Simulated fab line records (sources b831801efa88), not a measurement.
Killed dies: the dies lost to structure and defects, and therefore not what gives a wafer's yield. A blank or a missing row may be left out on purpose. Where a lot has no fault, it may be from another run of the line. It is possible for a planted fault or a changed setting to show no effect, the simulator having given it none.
Which tool did it? / flow sky130 / 45 wafers from 15 lots sampled at 4 of the route's 708 steps

WHAT EACH GAUGE READ, for each wafer
SKY_CAPM_THK_MEAS_04: measures by xrf.
lot=L502; measured=day 36 12:20; on=film-metro-01; CAPM_TIN_THK (nm)=201.2 202.4 200.9
lot=L503; measured=day 37 03:30; on=film-metro-01; CAPM_TIN_THK (nm)=203.3 203.4 199.7
lot=L505; measured=day 37 17:44; on=film-metro-01; CAPM_TIN_THK (nm)=200.6 200.8 199.6
lot=L508; measured=day 38 17:48; on=film-metro-03; CAPM_TIN_THK (nm)=203.1 204.7 201.6
lot=L509; measured=day 38 22:32; on=film-metro-03; CAPM_TIN_THK (nm)=202.0 202.7 202.6
lot=L510; measured=day 39 05:53; on=film-metro-01; CAPM_TIN_THK (nm)=205.6 203.0 201.9
lot=L516; measured=day 41 01:39; on=film-metro-02; CAPM_TIN_THK (nm)=203.7 201.5 203.8
lot=L517; measured=day 41 07:12; on=film-metro-03; CAPM_TIN_THK (nm)=201.9 201.2 202.3
lot=L518; measured=day 41 16:16; on=film-metro-03; CAPM_TIN_THK (nm)=204.7 204.5 205.1
lot=L519; measured=day 42 02:01; on=film-metro-03; CAPM_TIN_THK (nm)=203.0 201.7 202.3
lot=L520; measured=day 42 06:05; on=film-metro-01; CAPM_TIN_THK (nm)=201.3 201.6 200.5
lot=L521; measured=day 42 12:22; on=film-metro-02; CAPM_TIN_THK (nm)=200.8 202.1 202.0
lot=L522; measured=day 42 19:28; on=film-metro-02; CAPM_TIN_THK (nm)=201.7 199.8 203.0
lot=L523; measured=day 43 02:12; on=film-metro-02; CAPM_TIN_THK (nm)=200.8 201.8 200.7
lot=L524; measured=day 43 11:23; on=film-metro-01; CAPM_TIN_THK (nm)=200.9 203.4 203.8

SKY_METAL3_OVL_MEAS_14.
lot=L502; measured=day 38 15:47; on=overlay-02; METAL3_OVL (nm)=-1 -1 0
lot=L503; measured=day 39 07:25; on=overlay-01; METAL3_OVL (nm)=-17 -4 -9
lot=L505; measured=day 39 20:49; on=overlay-01; METAL3_OVL (nm)=0 -3 7
lot=L508; measured=day 40 19:52; on=overlay-02; METAL3_OVL (nm)=3 2 -4
lot=L509; measured=day 40 23:55; on=overlay-01; METAL3_OVL (nm)=-1 -1 3
lot=L510; measured=day 41 07:07; on=overlay-01; METAL3_OVL (nm)=4 6 -1
lot=L516; measured=day 43 00:57; on=overlay-01; METAL3_OVL (nm)=1 3 10
lot=L517; measured=day 43 05:09; on=overlay-02; METAL3_OVL (nm)=1 -2 2
lot=L518; measured=day 43 15:43; on=overlay-02; METAL3_OVL (nm)=-8 -1 -2
lot=L519; measured=day 44 00:44; on=overlay-01; METAL3_OVL (nm)=1 0 -4
lot=L520; measured=day 44 03:59; on=overlay-01; METAL3_OVL (nm)=-9 -3 -5
lot=L521; measured=day 44 10:25; on=overlay-02; METAL3_OVL (nm)=3 4 4
lot=L522; measured=day 44 17:20; on=overlay-02; METAL3_OVL (nm)=-3 -5 1
lot=L523; measured=day 45 00:22; on=overlay-02; METAL3_OVL (nm)=1 -7 2
lot=L524; measured=day 45 08:34; on=overlay-01; METAL3_OVL (nm)=1 1 1

SKY_METAL4_CD_MEAS_13 targets a cd of 300 nm.
lot=L502; measured=day 41 21:23; on=cd-sem-01; cd-nm (nm)=300.1 300.5 300.0
lot=L503; measured=day 42 12:17; on=cd-sem-02; cd-nm (nm)=300.6 301.5 299.6
lot=L505; measured=day 42 23:46; on=cd-sem-02; cd-nm (nm)=298.2 300.0 299.1
lot=L516; measured=day 45 23:26; on=cd-sem-02; cd-nm (nm)=300.4 301.1 300.3
lot=L517; measured=day 46 02:41; on=cd-sem-01; cd-nm (nm)=301.9 301.5 301.5
lot=L518; measured=day 46 12:56; on=cd-sem-01; cd-nm (nm)=297.7 297.2 298.3
lot=L519; measured=day 46 21:00; on=cd-sem-01; cd-nm (nm)=298.3 299.1 298.1
lot=L520; measured=day 46 23:07; on=cd-sem-02; cd-nm (nm)=299.0 297.7 299.3
lot=L521; measured=day 47 04:48; on=cd-sem-01; cd-nm (nm)=302.0 302.6 303.1
lot=L522; measured=day 47 11:57; on=cd-sem-02; cd-nm (nm)=299.8 299.5 300.5
lot=L523; measured=day 47 18:01; on=cd-sem-02; cd-nm (nm)=298.0 298.1 299.7
lot=L524; measured=day 48 01:32; on=cd-sem-02; cd-nm (nm)=299.7 300.4 298.8

TOOL THAT RAN EACH LOT (tool first, then ch and the chambers of the sampled wafers, then the start)
lot=L502; SKY_CAP2M_DEVELOP_11=litho-track-04 ch 0, day 40 20:41
lot=L503; SKY_CAP2M_DEVELOP_11=litho-track-02 ch 0, day 41 12:26
lot=L505; SKY_CAP2M_DEVELOP_11=litho-track-03 ch 0, day 41 23:43
lot=L508; SKY_CAP2M_DEVELOP_11=litho-track-02, day 42 22:02
lot=L509; SKY_CAP2M_DEVELOP_11=litho-track-04, day 43 01:50
lot=L510; SKY_CAP2M_DEVELOP_11=litho-track-03, day 43 09:23
lot=L516; SKY_CAP2M_DEVELOP_11=litho-track-03 ch 0, day 45 01:17
lot=L517; SKY_CAP2M_DEVELOP_11=litho-track-02 ch 0, day 45 05:08
lot=L518; SKY_CAP2M_DEVELOP_11=litho-track-04 ch 0, day 45 15:11
lot=L519; SKY_CAP2M_DEVELOP_11=litho-track-03 ch 0, day 45 23:50
lot=L520; SKY_CAP2M_DEVELOP_11=litho-track-03 ch 0, day 46 01:46
lot=L521; SKY_CAP2M_DEVELOP_11=litho-track-03 ch 0, day 46 07:20
lot=L522; SKY_CAP2M_DEVELOP_11=litho-track-04 ch 0, day 46 14:37
lot=L523; SKY_CAP2M_DEVELOP_11=litho-track-04 ch 0, day 46 20:52
lot=L524; SKY_CAP2M_DEVELOP_11=litho-track-02 ch 0, day 47 04:59
- SKY_CAP2M_DEVELOP_11: develop time 60 s.

WHAT THE TOOLS THEMSELVES READ (means of the sampled wafers that have a number; where no wafer has one, the mark that the record gives instead)
SKY_CAP2M_DEVELOP_11.
lot=L502; tool=litho-track-04; chill-plate-temp-C (C)=22.82
lot=L503; tool=litho-track-02; chill-plate-temp-C (C)=23.07
lot=L505; tool=litho-track-03; chill-plate-temp-C (C)=23.06
lot=L508; tool=litho-track-02; chill-plate-temp-C (C)=-
lot=L509; tool=litho-track-04; chill-plate-temp-C (C)=-
lot=L510; tool=litho-track-03; chill-plate-temp-C (C)=-
lot=L516; tool=litho-track-03; chill-plate-temp-C (C)=23.02
lot=L517; tool=litho-track-02; chill-plate-temp-C (C)=23.06
lot=L518; tool=litho-track-04; chill-plate-temp-C (C)=22.97
lot=L519; tool=litho-track-03; chill-plate-temp-C (C)=23.06
lot=L520; tool=litho-track-03; chill-plate-temp-C (C)=23.00
lot=L521; tool=litho-track-03; chill-plate-temp-C (C)=22.96
lot=L522; tool=litho-track-04; chill-plate-temp-C (C)=23.00
lot=L523; tool=litho-track-04; chill-plate-temp-C (C)=23.11
lot=L524; tool=litho-track-02; chill-plate-temp-C (C)=22.94

THE ANSWER, worked out from the rows above alone
Rule: usual is defined by the lots themselves. Put in order of their means at a reading, lots are off if they are a third of the lots or fewer, leave a main group of 4 or more, and stand apart from it by a gap of 3 or more times the standard deviation of the main group's means; of several such gaps the widest counts. A main group whose means are all the same, to the digits that the tables above print for the reading, isn't used. A lot without any number at a reading at which 4 lots or more have one is off too. The other lots that the step has rows for count as sound. The gauges are gone through in route order, then the tools' own readings, and for those a lot's mean is taken as printed above. The first step at which some lot is off is used, and at that step the reading that is off furthest; a lot without a number counts as furthest.
Off at SKY_CAP2M_DEVELOP_11 (chill-plate-temp-C): L508, L509, L510. Without a number there: L508, L509, L510. Mean 23.01 C and standard deviation 0.074 in the main group.
A tool fits if, at that step or a process step before it, it ran every lot that is off, and no sound lot after the first of them. No candidate that was tried fits.

WHAT THE SIMULATOR HAD INSERTED
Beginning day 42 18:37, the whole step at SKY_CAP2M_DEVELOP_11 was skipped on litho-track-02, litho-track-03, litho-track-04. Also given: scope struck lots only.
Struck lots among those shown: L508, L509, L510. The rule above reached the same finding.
